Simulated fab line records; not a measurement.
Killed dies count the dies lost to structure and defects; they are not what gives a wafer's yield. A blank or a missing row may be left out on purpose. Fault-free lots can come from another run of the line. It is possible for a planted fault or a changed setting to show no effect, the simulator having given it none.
Chamber matching :: flow sky130 :: 4 sister chambers for SKY_VIA3_ETCH_14 on rieDiel-02
The step etches BARC in N2/H2, stops on SiO2, time 45.9 s, target depth 60 nm. 16 wafers are shown with their chamber, then 8 later ones without.

== WAFERS, EACH WITH ITS CHAMBER ==
wafer: L076.2
chamber: 0
drypumpMotorCurrentA (A): 6.0
oesProductAu (a.u.): 0.855
throttleValvePct (%): 13.232

wafer: L076.3
chamber: 3
drypumpMotorCurrentA (A): 6.2
oesProductAu (a.u.): 0.859
throttleValvePct (%): 13.228

wafer: L076.6
chamber: 2
drypumpMotorCurrentA (A): 6.6
oesProductAu (a.u.): 0.854
throttleValvePct (%): 13.215

wafer: L081.1
chamber: 2
drypumpMotorCurrentA (A): 6.6
oesProductAu (a.u.): 0.850
throttleValvePct (%): 13.230

wafer: L081.4
chamber: 1
drypumpMotorCurrentA (A): 5.5
oesProductAu (a.u.): 0.852
throttleValvePct (%): 13.224

wafer: L081.5
chamber: 3
drypumpMotorCurrentA (A): 6.2
oesProductAu (a.u.): 0.847
throttleValvePct (%): 13.232

wafer: L083.1
chamber: 0
drypumpMotorCurrentA (A): 6.0
oesProductAu (a.u.): 0.857
throttleValvePct (%): 13.216

wafer: L083.3
chamber: 2
drypumpMotorCurrentA (A): 6.6
oesProductAu (a.u.): 0.851
throttleValvePct (%): 13.240

wafer: L083.5
chamber: 1
drypumpMotorCurrentA (A): 5.5
oesProductAu (a.u.): 0.859
throttleValvePct (%): 13.207

wafer: L085.3
chamber: 3
drypumpMotorCurrentA (A): 6.2
oesProductAu (a.u.): 0.848
throttleValvePct (%): 13.229

wafer: L085.4
chamber: 3
drypumpMotorCurrentA (A): 6.2
oesProductAu (a.u.): 0.860
throttleValvePct (%): 13.226

wafer: L085.6
chamber: 2
drypumpMotorCurrentA (A): 6.6
oesProductAu (a.u.): 0.861
throttleValvePct (%): 13.216

wafer: L086.4
chamber: 2
drypumpMotorCurrentA (A): 6.6
oesProductAu (a.u.): 0.856
throttleValvePct (%): 13.213

wafer: L086.5
chamber: 3
drypumpMotorCurrentA (A): 6.2
oesProductAu (a.u.): 0.857
throttleValvePct (%): 13.226

wafer: L086.6
chamber: 1
drypumpMotorCurrentA (A): 5.5
oesProductAu (a.u.): 0.850
throttleValvePct (%): 13.238

wafer: L087.2
chamber: 2
drypumpMotorCurrentA (A): 6.7
oesProductAu (a.u.): 0.863
throttleValvePct (%): 13.225

SIGNATURES, as means of the wafers listed above
reading: drypumpMotorCurrentA
chamber 0: 6.000
chamber 1: 5.500
chamber 2: 6.617
chamber 3: 6.200
scatter within a chamber: 0.0264

reading: oesProductAu
chamber 0: 0.85600
chamber 1: 0.85367
chamber 2: 0.85583
chamber 3: 0.85420
scatter within a chamber: 0.00533

reading: throttleValvePct
chamber 0: 13.22400
chamber 1: 13.22300
chamber 2: 13.22317
chamber 3: 13.22820
scatter within a chamber: 0.00996
Rule: a wafer lies at a distance from a chamber equal to the root of the sum of squares, over the readings, of (its reading less the chamber's mean, divided by the reading's scatter). If the next closest chamber is less than 2 further off than the closest, the wafer can't be placed; otherwise it belongs to the closest. How the scatter is found: for the shown wafers, subtract from each reading the mean of its chamber, square and add these, divide the total by (wafers less chambers), then take the root.

== WAFERS WITHOUT THEIR CHAMBER ==
wafer: L087.5
drypumpMotorCurrentA (A): 5.4
oesProductAu (a.u.): 0.856
throttleValvePct (%): 13.212

wafer: L087.6
drypumpMotorCurrentA (A): 6.0
oesProductAu (a.u.): 0.859
throttleValvePct (%): 13.223

wafer: L090.2
drypumpMotorCurrentA (A): 6.6
oesProductAu (a.u.): 0.860
throttleValvePct (%): 13.216

wafer: L090.3
drypumpMotorCurrentA (A): 6.2
oesProductAu (a.u.): 0.849
throttleValvePct (%): 13.224

wafer: L090.5
drypumpMotorCurrentA (A): 6.2
oesProductAu (a.u.): 0.853
throttleValvePct (%): 13.223

wafer: L094.2
drypumpMotorCurrentA (A): 6.3
oesProductAu (a.u.): 0.861
throttleValvePct (%): 13.233

wafer: L094.3
drypumpMotorCurrentA (A): 6.7
oesProductAu (a.u.): 0.856
throttleValvePct (%): 13.239

wafer: L094.6
drypumpMotorCurrentA (A): 6.0
oesProductAu (a.u.): 0.862
throttleValvePct (%): 13.231

== WHICH CHAMBER EACH WENT THROUGH ==
wafer: L087.5
from the rows above: 1
in truth: 1

wafer: L087.6
from the rows above: 0
in truth: 0

wafer: L090.2
from the rows above: 2
in truth: 2

wafer: L090.3
from the rows above: 3
in truth: 3

wafer: L090.5
from the rows above: 3
in truth: 3

wafer: L094.2
from the rows above: 3
in truth: 3

wafer: L094.3
from the rows above: 2
in truth: 2

wafer: L094.6
from the rows above: 0
in truth: 0
8 of 8 placed correctly. Number that these rows cannot place: 0. Placed wrongly: 0.
